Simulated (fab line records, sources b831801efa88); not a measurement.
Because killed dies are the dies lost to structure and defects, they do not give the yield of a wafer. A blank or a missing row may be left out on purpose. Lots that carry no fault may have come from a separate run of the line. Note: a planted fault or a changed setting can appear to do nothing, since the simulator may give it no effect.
Which tool was responsible?	flow sfqLine	42 wafers from 14 lots sampled at 4 of the route's 325 steps

WHAT EACH GAUGE READ, for each wafer
SFQ_M7_OVL_MEAS_945. Usual: M7_OVL gives 3 nm (standard deviation 5.1).
lot	measured	on	M7_OVL (nm)	flag
L846	day 77 04:12	overlay-01	0 4 6	
L849	day 77 11:25	overlay-01	6 8 -6	
L850	day 77 14:59	overlay-01	4 -3 5	
L852	day 81 11:52	overlay-01	3 6 8	
L853	day 81 15:28	overlay-01	11 7 8	
L854	day 81 23:51	overlay-01	4 0 -4	
L859	day 84 08:30	overlay-02	3 1 5	
L861	day 84 13:19	overlay-02	5 -2 -1	
L864	day 84 22:54	overlay-02	-3 -1 0	
L865	day 85 10:04	overlay-02	4 0 4	
L866	day 85 11:16	overlay-02	4 7 11	
L867	day 85 12:28	overlay-02	1 4 6	
L868	day 85 14:52	overlay-02	4 11 8	
L869	day 85 16:11	overlay-02	0 -6 -3	

WHAT TOOL EACH LOT RAN ON (gives the tool, then ch and the chambers of the sampled wafers, and finally the start)
lot	SFQ_TRILAYER_R5_STRIP_STRIP_140	SFQ_TRILAYER_C5_STRIP_STRIP_155	SFQ_TRILAYER_I6_VIA_BARC_OPEN_VIA_ETCH_235
L846	rieMetal-04 ch 0,1, day 62 04:53	rieMetal-01 ch 0,1, day 67 10:43	rieDiel-03 ch 0,2,3, day 76 22:54
L849	rieMetal-02 ch 0,1, day 62 14:41	rieMetal-04 ch 0,1, day 67 18:07	rieDiel-01 ch 1,2, day 77 04:54
L850	rieMetal-02 ch 0,1, day 62 18:05	rieMetal-02 ch 0,1, day 67 20:19	rieDiel-04 ch 0,1, day 77 09:42
L852	rieMetal-03 ch 0,1, day 63 13:32	rieMetal-01 ch 0,1, day 68 09:38	rieDiel-04 ch 0,1, day 77 19:18
L853	rieMetal-04 ch 0,1, day 64 00:04	rieMetal-01 ch 0,1, day 68 14:46	rieDiel-01 ch 0,2,3, day 77 23:26
L854	rieMetal-02 ch 0,1, day 64 02:16	rieMetal-01 ch 0,1, day 69 02:22	rieDiel-01 ch 1,3, day 78 07:50
L859	rieMetal-02 ch 0,1, day 66 11:02	rieMetal-04 ch 0,1, day 71 12:38	rieDiel-03 ch 0,1,3, day 80 06:58
L861	rieMetal-03 ch 0,1, day 66 20:20	rieMetal-04 ch 0, day 71 18:53	rieDiel-04 ch 0,2,3, day 80 10:34
L864	rieMetal-03 ch 0,1, day 67 13:11	rieMetal-04 ch 0,1, day 72 11:41	rieDiel-04 ch 0,1,3, day 80 23:53
L865	rieMetal-04 ch 0,1, day 68 04:44	rieMetal-01 ch 0,1, day 72 23:41	rieDiel-04 ch 0,2,3, day 81 14:17
L866	rieMetal-02 ch 0,1, day 68 12:04	rieMetal-04 ch 1, day 73 07:01	rieDiel-03 ch 1,3, day 81 17:53
L867	rieMetal-04 ch 0,1, day 68 20:23	rieMetal-01 ch 0,1, day 73 13:01	rieDiel-01 ch 1,2,3, day 81 22:41
L868	rieMetal-04 ch 0,1, day 68 22:47	rieMetal-01 ch 0,1, day 73 16:37	rieDiel-03 ch 1,2,3, day 82 03:29
L869	rieMetal-03 ch 0,1, day 69 05:59	rieMetal-02 ch 0,1, day 73 20:28	rieDiel-04 ch 1,2,3, day 82 04:41
- SFQ_TRILAYER_R5_STRIP_STRIP_140: strips in O2.
- SFQ_TRILAYER_C5_STRIP_STRIP_155: strips in O2.
- SFQ_TRILAYER_I6_VIA_BARC_OPEN_VIA_ETCH_235: etches BARC in O2, target depth 125 nm, time 41.7 s.

WHAT THE TOOLS THEMSELVES READ (means of the sampled wafers that have a number; where no wafer has one, the mark that the record gives instead)
SFQ_TRILAYER_R5_STRIP_STRIP_140. Usual: drypumpMotorCurrentA 5.7 A, standard deviation 0.51; heBacksideLeakSccm 3.5 sccm, standard deviation 0.36; oesProductAu 1.002 a.u., standard deviation 0.0098; platenTempC 39.99 C, standard deviation 0.12.
lot	tool	drypumpMotorCurrentA (A)	heBacksideLeakSccm (sccm)	oesProductAu (a.u.)	platenTempC (C)	flag
L846	rieMetal-04	6.2	3.3	1.000	40.00	
L849	rieMetal-02	5.5	4.4	1.004	40.00	
L850	rieMetal-02	5.9	3.6	1.005	39.83	
L852	rieMetal-03	5.4	3.3	0.991	40.00	
L853	rieMetal-04	6.2	3.4	0.998	40.01	
L854	rieMetal-02	5.9	3.4	1.015	39.93	
L859	rieMetal-02	5.5	3.6	1.003	39.93	
L861	rieMetal-03	5.3	3.3	0.989	40.08	
L864	rieMetal-03	5.3	3.3	0.983	40.05	
L865	rieMetal-04	6.2	3.6	1.006	40.00	
L866	rieMetal-02	5.5	3.6	1.002	40.06	
L867	rieMetal-04	6.2	3.5	1.009	40.02	
L868	rieMetal-04	6.2	3.3	1.012	39.92	
L869	rieMetal-03	5.4	3.3	1.010	40.01	

SFQ_TRILAYER_C5_STRIP_STRIP_155. Usual: drypumpMotorCurrentA 6.0 A, standard deviation 0.47; heBacksideLeakSccm 3.6 sccm, standard deviation 0.42; oesProductAu 1.001 a.u., standard deviation 0.011; platenTempC 39.99 C, standard deviation 0.12.
lot	tool	drypumpMotorCurrentA (A)	heBacksideLeakSccm (sccm)	oesProductAu (a.u.)	platenTempC (C)	flag
L846	rieMetal-01	5.9	3.8	0.995	39.92	
L849	rieMetal-04	6.2	3.4	1.011	40.05	
L850	rieMetal-02	5.9	3.4	1.006	39.98	
L852	rieMetal-01	5.9	3.7	0.989	39.93	
L853	rieMetal-01	6.2	3.7	0.990	39.98	
L854	rieMetal-01	5.9	3.7	0.977	39.98	
L859	rieMetal-04	6.2	3.3	0.998	39.93	
L861	rieMetal-04	6.2	4.6	1.014	40.04	
L864	rieMetal-04	6.2	3.4	0.998	39.92	
L865	rieMetal-01	5.8	3.7	0.989	39.97	
L866	rieMetal-04	6.2	3.4	1.017	40.08	
L867	rieMetal-01	6.2	3.7	0.988	40.08	
L868	rieMetal-01	5.9	3.8	0.987	39.89	
L869	rieMetal-02	5.5	3.6	0.999	40.01	

SFQ_TRILAYER_I6_VIA_BARC_OPEN_VIA_ETCH_235. Usual: biasW 79.96 W, standard deviation 0.24; drypumpMotorCurrentA 5.8 A, standard deviation 0.51; oesProductAu 0.686 a.u., standard deviation 0.0052.
lot	tool	biasW (W)	drypumpMotorCurrentA (A)	oesProductAu (a.u.)	flag
L846	rieDiel-03	80.00	5.8	0.685	
L849	rieDiel-01	79.89	6.2	0.683	
L850	rieDiel-04	79.68	5.4	0.685	
L852	rieDiel-04	79.93	5.0	0.683	
L853	rieDiel-01	68.94	6.2	0.685	OFF
L854	rieDiel-01	68.61	6.1	0.688	OFF
L859	rieDiel-03	79.86	5.5	0.687	
L861	rieDiel-04	79.94	6.1	0.692	
L864	rieDiel-04	79.94	5.5	0.686	
L865	rieDiel-04	79.80	6.1	0.686	
L866	rieDiel-03	80.12	5.6	0.687	
L867	rieDiel-01	79.86	6.2	0.681	
L868	rieDiel-03	79.97	5.4	0.686	
L869	rieDiel-04	80.02	5.8	0.688	

THE ANSWER, worked out from the rows above alone
Rule: a lot counts as off when the mean over its wafers that have a number is more than 3 standard deviations away from the usual mean. Also off: a lot with no number at a reading for which 4 or more lots have one. All remaining lots with rows at the step are treated as sound. First the gauges in route order, then the tools' own readings, where a lot's mean is used as printed above. At the first step where some lot is off, the reading lying furthest off is the one used; lots without a number count as furthest.
Off: L853, L854, at SFQ_TRILAYER_I6_VIA_BARC_OPEN_VIA_ETCH_235 (biasW).
If a tool, at that step or one of the process steps before it, ran each lot that is off and ran no sound lot following the first of them, it fits. Not one of the candidates tried fits.

WHAT THE SIMULATOR HAD INSERTED
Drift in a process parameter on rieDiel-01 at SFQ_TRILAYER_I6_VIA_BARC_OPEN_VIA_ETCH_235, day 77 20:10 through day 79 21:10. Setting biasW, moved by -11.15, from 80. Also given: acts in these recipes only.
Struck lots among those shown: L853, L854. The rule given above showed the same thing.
